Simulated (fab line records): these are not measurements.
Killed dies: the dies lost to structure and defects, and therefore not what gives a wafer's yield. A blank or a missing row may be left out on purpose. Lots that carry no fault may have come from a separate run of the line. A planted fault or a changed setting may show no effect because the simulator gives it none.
2 desks looking at one fault    flow sfqLine    every desk sees just its own numbers, and what lay behind them comes last

THE TOOL OWNER'S DESK: pecvd-01
The tool's own readings at SFQ_TRILAYER_A5C_DEP_PECVD_142 (deposits SiO2 from SiH4/N2O, time 15.556 s, target thk 70 nm): means of the sampled wafers that have a number, for each lot that ran on this tool. Any lot whose mean is over 4 standard deviations away from the usual mean is out of limits and marked OUT; that distance is given in the brackets.
Columns: A = heaterPowerW at SFQ_TRILAYER_A5C_DEP_PECVD_142, usual 82 W; B = rfFwdPowerW at SFQ_TRILAYER_A5C_DEP_PECVD_142, usual 180.2 W; C = showerheadVppV at SFQ_TRILAYER_A5C_DEP_PECVD_142, usual 833 V; D = susceptorTempC at SFQ_TRILAYER_A5C_DEP_PECVD_142, usual 149.97 C; E = throttleValvePct at SFQ_TRILAYER_A5C_DEP_PECVD_142, usual 26.1 %
lot   first seen here  A   B                C    D       E
L205  day 62 08:51     76  180.5            833  150.00  26.6
L220  day 65 12:16     98  150.6 (-27) OUT  762  149.85  27.4
L221  day 65 22:16     98  151.0 (-27) OUT  761  150.18  27.0
This desk's verdict: out of limits on L220, L221, starting with L220 at day 65 12:16 (rfFwdPowerW at SFQ_TRILAYER_A5C_DEP_PECVD_142). In limits: L205.

FROM THE METROLOGY DESK
Means of the sampled wafers that have a number, per lot and without regard to the tool the lot ran on: this is what the gauges read. Any lot whose mean is over 4 standard deviations away from the usual mean is out of limits and marked OUT; that distance is given in the brackets.
Columns: A = R5_MONX_THK at SFQ_R5_THK_MEAS_934, usual 39.6 nm; B = R5_OVL at SFQ_R5_OVL_MEAS_935, usual 3 nm; C = I5_OVL at SFQ_I5_OVL_MEAS_936, usual -3 nm; D = C5_OVL at SFQ_C5_OVL_MEAS_937, usual -1 nm
lot   first seen here  A     B   C   D
L205  day 56 12:01     40.4  -3  -6  -4
L206  day 56 13:12     39.7  5   -6  0
L220  day 60 03:37     39.2  0   -4  -3
L221  day 60 09:38     39.4  2   -4  -1
L222  day 60 12:01     39.9  5   -4  -3
L226  day 61 03:01     39.6  6   -3  -3
Finding of this desk: none of the 6 lots has anything out of limits.

BROUGHT TOGETHER
An alarm could have come from the tool owner's desk at day 65 12:16, on L220, L221.
The metrology desk saw nothing out of limits.
The metrology desk holds a record of L220, L221, inside its limits.
SFQ_TRILAYER_A5C_DEP_PECVD_142 was run on pecvd-01 by each of the lots named.

WHAT HAD BEEN PUT IN BY THE SIMULATOR
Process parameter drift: pecvd-01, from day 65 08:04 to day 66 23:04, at SFQ_TRILAYER_A5C_DEP_PECVD_142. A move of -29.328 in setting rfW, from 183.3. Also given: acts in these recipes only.
Struck lots among those shown: L220, L221.
Hours from the fault's start to each desk's first reading out of limits: the tool owner's desk, 4.
